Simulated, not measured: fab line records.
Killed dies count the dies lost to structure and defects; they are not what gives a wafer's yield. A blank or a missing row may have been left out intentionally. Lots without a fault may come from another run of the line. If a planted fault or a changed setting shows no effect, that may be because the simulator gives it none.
Code-filled problem report in 8D (eight disciplines) form :: flow gf180mcu :: the parts of the form that need people (team, actions taken, sign-off) are left out

== 1. THE ISSUE ==
heaterPowerTotalW at GF_V1_SOFTBAKE_10 reads a mean of 106.45 W on 6 wafers of 2 lots; wafers without a fault read 93.05 W with a standard deviation of 0.062. That is +99 or more standard deviations from the usual mean.
The step: time 60 s.
Earliest sighting: wafer L222.1 on lithoTrack-02 at day 22 11:00. The record holds 18 wafers of 6 lots with a number at this step. By rule, "out" or "out of limits" means more than 4 standard deviations away from the usual mean. All remaining wafers that have a number are taken as sound.

== 2. WHAT IT IS, AND WHAT IT ISN'T ==
question: which readings at this step
is: heaterPowerTotalW, runLengthS
is not: -

question: which lots
is: L222, L224
is not: L210, L211, L223, L225

question: which wafers of those lots
is: all that have a number
is not: -

question: read on which tools
is: lithoTrack-02
is not: lithoTrack-01, lithoTrack-04

question: when
is: from day 22 11:00
is not: up to then (6 sound wafers); but 6 sound wafers of L223, L225 came after

== 3. SUSPECTS, AND WHAT RULES EACH OUT ==
Counting: a tool at any process step up to the reading remains a suspect when it ran all the lots that are out and ran no sound lot after the first of those.
- cmp-02 at GF_V1_CMP_04 (polishes SiO2): kept. It ran every lot that is out, first L222 (day 21 23:31), and no sound lot after that; its last sound lot up to then is L211 (day 18 04:08).
- lithoTrack-02 at GF_V1_SOFTBAKE_10 (time 60 s): kept. It ran every lot that is out, first L222 (day 22 11:00), and no sound lot after that; its last sound lot up to then is L211 (day 18 16:00). On those wafers its own readings are out: heaterPowerTotalW, runLengthS.
After counting, cmp-02 at GF_V1_CMP_04 and lithoTrack-02 at GF_V1_SOFTBAKE_10 remain.

== 4. THE CAUSE (what the simulator had put in) ==
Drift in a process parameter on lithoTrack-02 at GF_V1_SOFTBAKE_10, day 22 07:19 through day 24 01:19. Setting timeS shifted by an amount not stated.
This tool is one of the 2 suspects left after counting.

== 5. SEQUENCE OF EFFECTS, ordered by route ==
One row per reading whose mean, taken over the struck wafers that have a number, lies over 3 standard deviations from the usual. Scope: only readings with a usual standard deviation given in the record; hours: median across lots of the time from each lot's start at the first step in this table that gives one to its start at this step; sigmas: change in usual standard deviations.
hours: 0
step: GF_V1_SOFTBAKE_10
reading: heaterPowerTotalW
usual: 93.05 W
on struck wafers: 106.45
change: +13.40
sigmas: +99 or more

hours: 0
step: GF_V1_SOFTBAKE_10
reading: runLengthS
usual: 89.10 s
on struck wafers: 68.50
change: -20.60
sigmas: -99 or more
It contains these process steps:
- GF_V1_SOFTBAKE_10: time 60 s.
At these later measuring or inspecting steps, every struck wafer for which the step has a row has a number for every such reading, and none has moved that far: GF_V1_CD_MEAS_14, GF_V1_OVL_MEAS_15.

== 6. HOW IT WOULD HAVE BEEN CAUGHT EARLIER ==
First out-of-limits reading in this record: day 22 11:00, which is 4 hours after fault onset at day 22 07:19.
